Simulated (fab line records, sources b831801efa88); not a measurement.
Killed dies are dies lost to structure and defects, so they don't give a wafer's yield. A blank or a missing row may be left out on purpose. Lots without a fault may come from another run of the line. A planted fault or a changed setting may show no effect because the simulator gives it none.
fab line records | flow sky130
record lots=14 wafers=42 last_day=50
route steps=708 shown METAL1@454 VIA1@472
lots that met no fault: from a run of the same line without faults
start_h: hours from the record's first day to the start of the lot's first wafer shown | wait_h: hours since the lot's step before | " the same as in the row above | L1.1+2: a row that stands for several wafers | - no value, or no start given | * or withheld: withheld | < > ~ a bound
route shown NAME@n: a module of which the file shows steps, and the number in the route of the first | usual: mean/standard deviation of fault-free wafers | same: alike in all rows | chamber/n: place in a boat | sites: the reading at each site | _std_site: their standard deviation | _edge_site: outer sites' mean less inner sites' | radius_mm: how far each site lies from the wafer's centre | mask NAME#n: copy n | behind: the tool/chamber that last shaped the wafer | hold: why the lot was held/for how many hours/how that ended | device: the transistor (n, p or np) that didn't switch | end of line: the same wafers' tests at the end of the route | a step without rows: its recipe alone | killed: dies lost to structure and defects at the first sort, not the wafer's yield | map: a wafer's dies, x killed, . not, _ none there
set.NAME: the setting as run; set.NAME@STEP: as run at that earlier step | model.NAME: the simulator's own value behind a step, which no gauge read
steps of the route over a sample of lots; a table a step, a row a wafer
services: from which hour (start_h, from the record's first day; less than 0 if before it) a tool's chamber was out of use, for how many hours, and why
## steps
# step SKY_METAL1_STRIP_20
# recipe chemistry=O2/N2 power_w=1400 pressure_mtorr=1500 platen_temp_c=withheld o2_flow_sccm=3000 n2_flow_sccm=300 overash_fraction=0.5
# usual chamber_pressure_mTorr=1499.9/1.2 drypump_motor_current_A=5.8/0.41 o2_flow_sccm=3000/8.8 oes_product_au=0.344/0.0055 strip_time_to_endpoint_s=2.71/0.057
# columns lot.wafer tool chamber start_h wait_h chamber_pressure_mTorr drypump_motor_current_A o2_flow_sccm oes_product_au rf_hours_counter_h strip_time_to_endpoint_s
L382.2 plasma_asher-04 0 744.61 0.1 1499.0 5.8 2993 0.347 31 2.67
L382.4 " 1 " " 1500.2 5.7 3008 0.351 - 2.65
L382.6 " 0 " " 1499.6 5.8 3014 0.338 - 2.66
L384.3 plasma_asher-01 1 762.89 0.1 1499.3 6.5 2997 0.351 - 2.78
L384.4 " 0 " " 1500.5 5.6 2986 0.344 - 2.73
L384.5 " 1 " " 1499.0 6.6 2994 0.347 - 2.74
L385.1 plasma_asher-04 0 779.92 0.1 1500.9 5.8 2990 0.347 34 2.78
L385.3 " 0 " " 1501.7 5.8 2987 0.348 - 2.66
L385.4 " 1 " " 1498.9 5.7 2992 0.348 - 2.74
L387.2 plasma_asher-03 0 790.02 0.1 1503.3 5.2 2994 0.340 64 2.71
L387.4 " 1 " " 1499.7 5.6 3017 0.346 - 2.72
L387.5 " 0 " " 1499.7 5.2 3004 0.346 - 2.77
L392.4 plasma_asher-01 0 831.76 0.1 1500.6 5.6 2997 0.361 - 2.79
L392.5 " 1 " " 1500.3 6.6 2995 0.349 - 2.83
L392.6 " 0 " " 1497.7 5.6 2999 0.338 - 2.68
L393.1 plasma_asher-04 1 843.22 0.1 1500.1 5.7 3003 0.345 41 2.79
L393.2 " 0 " " 1498.1 5.8 3004 0.340 41 2.68
L393.4 " 0 " " 1500.9 5.8 3017 0.341 - 2.68
L394.1 plasma_asher-04 0 846.12 0.1 1500.8 5.8 2995 0.349 41 2.73
L394.2 " 1 " " 1497.7 5.7 2995 0.343 41 2.68
L394.3 " 1 " " 1496.3 5.7 3009 0.345 - 2.67
L395.1 plasma_asher-04 0 872.57 0.1 1498.2 5.8 2994 0.345 44 2.78
L395.3 " 0 " " 1501.4 5.8 2993 0.350 - 2.79
L395.5 " 1 " " 1500.4 5.7 2981 0.344 - 2.68
L398.1 plasma_asher-04 0 912.02 0.1 1501.3 5.8 3008 0.347 48 2.72
L398.2 " 1 " " 1500.4 5.8 3000 0.348 48 2.73
L398.3 " 0 " " 1502.0 5.8 3003 0.344 - 2.75
L399.1 plasma_asher-04 0 913.15 0.1 1501.9 5.8 3006 0.335 48 2.63
L399.5 " 0 " " 1500.4 5.8 3000 0.338 - 2.62
L399.6 " 1 " " 1499.3 5.7 2998 0.344 - 2.65
L401.1 plasma_asher-03 1 924.80 0.1 1499.6 5.5 3003 0.346 78 2.69
L401.5 " 1 " " 1499.3 5.6 3006 0.347 - 2.67
L401.6 " 0 " " 1501.5 5.2 2993 0.339 - 2.65
L403.1 plasma_asher-01 0 936.96 0.1 1496.6 5.6 2986 0.335 19 2.64
L403.3 " 0 " " 1502.2 5.6 3003 0.339 - 2.74
L403.4 " 1 " " 1500.3 6.6 3000 0.344 - 2.63
L402.1 plasma_asher-04 1 943.58 0.1 1499.8 5.7 2993 0.344 52 2.68
L402.2 " 0 " " 1498.4 5.8 2991 0.351 52 2.77
L402.3 " 1 " " 1499.7 5.7 2994 0.347 - 2.78
L405.1 plasma_asher-01 0 945.58 0.1 1501.0 5.6 2996 0.333 20 2.67
L405.3 " 0 " " 1500.4 5.6 2980 0.336 - 2.65
L405.6 " 0 " " 1501.0 5.6 3002 0.342 - 2.66
# step SKY_VIA1_ETCH_14
# recipe chemistry=N2/H2 target=BARC ion_energy_ev=200 source_w=500 bias_w=100 pressure_mtorr=30 n2_flow_sccm=100 h2_flow_sccm=200 stop_on=SiO2 time_s=45.9 target_depth_a=600
# usual drypump_motor_current_A=5.7/0.53 oes_product_au=0.854/0.0045 throttle_valve_pct=13.224/0.0075
# columns lot.wafer tool chamber start_h wait_h drypump_motor_current_A oes_product_au rf_hours_counter_h throttle_valve_pct
L382.2 rie_diel-01 1 773.26 0.0 5.2 0.850 22 13.220
L382.4 " 2 " " 4.7 0.858 - 13.233
L382.6 " 1 " " 5.2 0.862 - 13.223
L384.3 rie_diel-02 2 790.48 0.0 5.9 0.857 9 13.221
L384.4 " 1 " " 6.3 0.859 8 13.231
L384.5 " 2 " " 5.9 0.854 - 13.218
L385.1 rie_diel-03 1 808.78 0.0 6.4 0.858 11 13.233
L385.3 " 2 " " 5.1 0.854 11 13.222
L385.4 " 0 " " 6.4 0.847 5 13.211
L387.2 rie_diel-03 1 817.63 0.0 6.4 0.856 11 13.216
L387.4 " 2 " " 5.2 0.858 12 13.229
L387.5 " 2 " " 5.1 0.854 - 13.228
L392.4 rie_diel-03 2 859.08 0.0 5.1 0.854 13 13.216
L392.5 " 3 " " 5.2 0.847 - 13.216
L392.6 " 0 " " 6.4 0.850 - 13.229
L393.1 rie_diel-02 2 870.73 0.0 6.0 0.852 11 13.233
L393.2 " 0 " " 6.4 0.855 3 13.225
L393.4 " 3 " " 5.6 0.850 17 13.220
L394.1 rie_diel-03 3 873.85 0.0 5.2 0.856 3 13.221
L394.2 " 1 " " 6.4 0.853 12 13.220
L394.3 " 0 " " 6.4 0.859 7 13.230
L395.1 rie_diel-03 1 899.85 0.0 6.4 0.858 13 13.235
L395.3 " 0 " " 6.4 0.853 8 13.224
L395.5 " 2 " " 5.1 0.849 - 13.223
L398.1 rie_diel-02 2 938.64 0.0 6.0 0.856 14 13.231
L398.2 " 1 " " 6.3 0.856 13 13.216
L398.3 " 0 " " 6.3 0.852 6 13.217
L399.1 rie_diel-01 2 938.99 0.0 4.7 0.847 18 13.235
L399.5 " 1 " " 5.2 0.855 - 13.227
L399.6 " 0 " " 5.7 0.847 - 13.229
L401.1 rie_diel-02 3 950.69 0.0 5.6 0.854 18 13.232
L401.5 " 2 " " 6.0 0.857 - 13.208
L401.6 " 3 " " 5.6 0.850 - 13.234
L403.1 rie_diel-01 1 963.13 0.0 5.2 0.861 27 13.224
L403.3 " 2 " " 4.7 0.861 19 13.217
L403.4 " 0 " " 5.7 0.855 28 13.231
L402.1 rie_diel-03 3 969.60 0.0 5.2 0.851 6 13.218
L402.2 " 2 " " 5.1 0.864 16 13.215
L402.3 " 1 " " 6.4 0.860 15 13.220
L405.1 rie_diel-02 2 971.99 0.0 6.0 0.858 15 13.222
L405.3 " 0 " " 6.4 0.856 7 13.218
L405.6 " 1 " " 6.3 0.851 - 13.232
# step SKY_VIA1_STRIP_16
# recipe chemistry=O2/N2 power_w=1400 pressure_mtorr=1500 platen_temp_c=withheld o2_flow_sccm=3000 n2_flow_sccm=300 overash_fraction=0.5
# usual chamber_pressure_mTorr=1500.0/1.3 drypump_motor_current_A=5.7/0.41 o2_flow_sccm=3001/10 oes_product_au=0.416/0.0047 strip_time_to_endpoint_s=4.468/0.022
# columns lot.wafer tool chamber start_h wait_h chamber_pressure_mTorr drypump_motor_current_A o2_flow_sccm oes_product_au rf_hours_counter_h strip_time_to_endpoint_s
L382.2 plasma_asher-03 0 773.35 0.0 1498.9 5.2 2980 0.424 63 4.480
L382.4 " 0 " " 1499.9 5.2 3000 0.418 - 4.504
L382.6 " 1 " " 1504.1 5.6 2998 0.424 - 4.491
L384.3 plasma_asher-03 0 790.60 0.1 1499.5 5.2 3020 0.414 - 4.451
L384.4 " 1 " " 1499.4 5.5 2997 0.415 - 4.481
L384.5 " 1 " " 1497.7 5.5 2995 0.432 - 4.451
L385.1 plasma_asher-02 0 808.87 0.0 1500.5 6.0 2997 0.408 99 4.440
L385.3 " 0 " " 1500.9 6.0 3002 0.412 - 4.474
L385.4 " 1 " " 1501.6 6.1 2998 0.411 - 4.434
L387.2 plasma_asher-01 1 817.72 0.0 1499.1 6.6 3012 0.412 8 4.452
L387.4 " 1 " " 1499.5 6.6 3023 0.409 - 4.451
L387.5 " 0 " " 1500.6 5.6 3004 0.419 - 4.468
L392.4 plasma_asher-01 0 859.20 0.1 1499.3 5.6 3010 0.417 - 4.464
L392.5 " 1 " " 1500.2 6.6 3010 0.414 - 4.485
L392.6 " 0 " " 1499.7 5.6 3000 0.417 - 4.448
L393.1 plasma_asher-03 0 870.82 0.0 1501.6 5.2 3005 0.426 72 4.486
L393.2 " 1 " " 1498.9 5.5 2985 0.419 72 4.493
L393.4 " 1 " " 1498.8 5.6 2989 0.421 - 4.482
L394.1 plasma_asher-02 0 873.94 0.0 1499.7 5.9 3002 0.410 105 4.487
L394.2 " 1 " " 1498.9 6.1 3001 0.419 105 4.466
L394.3 " 0 " " 1498.2 5.9 2997 0.414 - 4.475
L395.1 plasma_asher-03 0 899.94 0.0 1502.7 5.2 2998 0.411 75 4.457
L395.3 " 0 " " 1500.8 5.2 2999 0.412 - 4.481
L395.5 " 1 " " 1498.8 5.6 2986 0.422 - 4.464
L398.1 plasma_asher-02 0 938.73 0.0 1500.6 6.0 2999 0.409 111 4.389
L398.2 " 1 " " 1501.4 6.1 3007 0.412 111 4.442
L398.3 " 1 " " 1498.7 6.1 3014 0.415 - 4.431
L399.1 plasma_asher-03 0 939.08 0.0 1500.3 5.2 2987 0.413 80 4.447
L399.5 " 1 " " 1498.9 5.6 3003 0.427 - 4.452
L399.6 " 0 " " 1497.7 5.2 2989 0.423 - 4.460
L401.1 plasma_asher-03 0 950.78 0.0 1497.2 5.2 3002 0.415 81 4.476
L401.5 " 0 " " 1499.1 5.2 3010 0.420 - 4.456
L401.6 " 1 " " 1501.2 5.5 2982 0.412 - 4.475
L403.1 plasma_asher-02 0 963.22 0.0 - - - - - -
L403.3 " 1 " " - - - - - -
L403.4 " 0 " " - - - - - -
L402.1 plasma_asher-02 1 969.69 0.0 - - - - - -
L402.2 " 0 " " - - - - - -
L402.3 " 0 " " - - - - - -
L405.1 plasma_asher-02 0 972.08 0.0 1501.3 5.9 2995 0.415 114 4.478
L405.3 " 0 " " 1501.5 5.9 2996 0.421 - 4.503
L405.6 " 1 " " 1499.6 6.1 2987 0.421 - 4.493
## services
# columns tool chamber start_h hours kind
rie_diel-03 3 720.90 - clean
rie_diel-03 3 720.90 29.4 scheduled_down
rie_diel-03 3 720.90 29.4 vent_cycle
rie_diel-03 0 721.03 12.7 repair
plasma_asher-01 - 733.75 9.0 pm
plasma_asher-01 0 733.75 9.0 vent_cycle
plasma_asher-02 - 743.12 15.6 pm
rie_diel-02 1 750.10 4.9 repair
rie_diel-02 0 754.43 8.0 repair
rie_diel-02 1 777.67 10.7 repair
plasma_asher-01 - 780.32 0.9 repair
rie_diel-01 - 782.31 14.6 pm
rie_diel-02 1 826.66 7.3 repair
plasma_asher-03 - 826.88 6.9 repair
rie_diel-01 2 829.43 2.7 repair
plasma_asher-02 - 856.33 5.3 repair
plasma_asher-02 - 882.39 11.8 repair
rie_diel-02 3 891.13 41.1 repair
plasma_asher-02 - 892.43 0.4 repair
rie_diel-03 0 900.14 3.5 repair
rie_diel-01 - 906.66 1.5 repair
rie_diel-01 0 906.69 19.8 repair
rie_diel-03 1 930.45 2.5 repair
plasma_asher-04 - 947.46 2.5 repair
## key
first_sign step=SKY_VIA1_STRIP_16 reading=tool_record direction=missing
effect none on later readings
met_at SKY_VIA1_STRIP_16
struck_lots L402,L403
later_rows_left_out L402.1,L402.2,L402.3,L403.1,L403.3,L403.4
sort_left_out L402.1,L402.2,L402.3,L403.1,L403.3,L403.4
not_acting_at SKY_METAL1_STRIP_20,SKY_VIA1_ETCH_14
onset_between 938.73 963.22
fault kind=skipped_step_whole tool=plasma_asher-02 chamber=- onset_h=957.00 steps=SKY_VIA1_STRIP_16 scope=struck_lots_only
# sort_left_out: the simulated sort isn't trusted on such a fault, so these wafers' sort isn't shown, and their yield isn't known
# later_rows_left_out: the simulator's readings of these wafers behind a module that went badly wrong aren't trusted and aren't shown, but for the sort
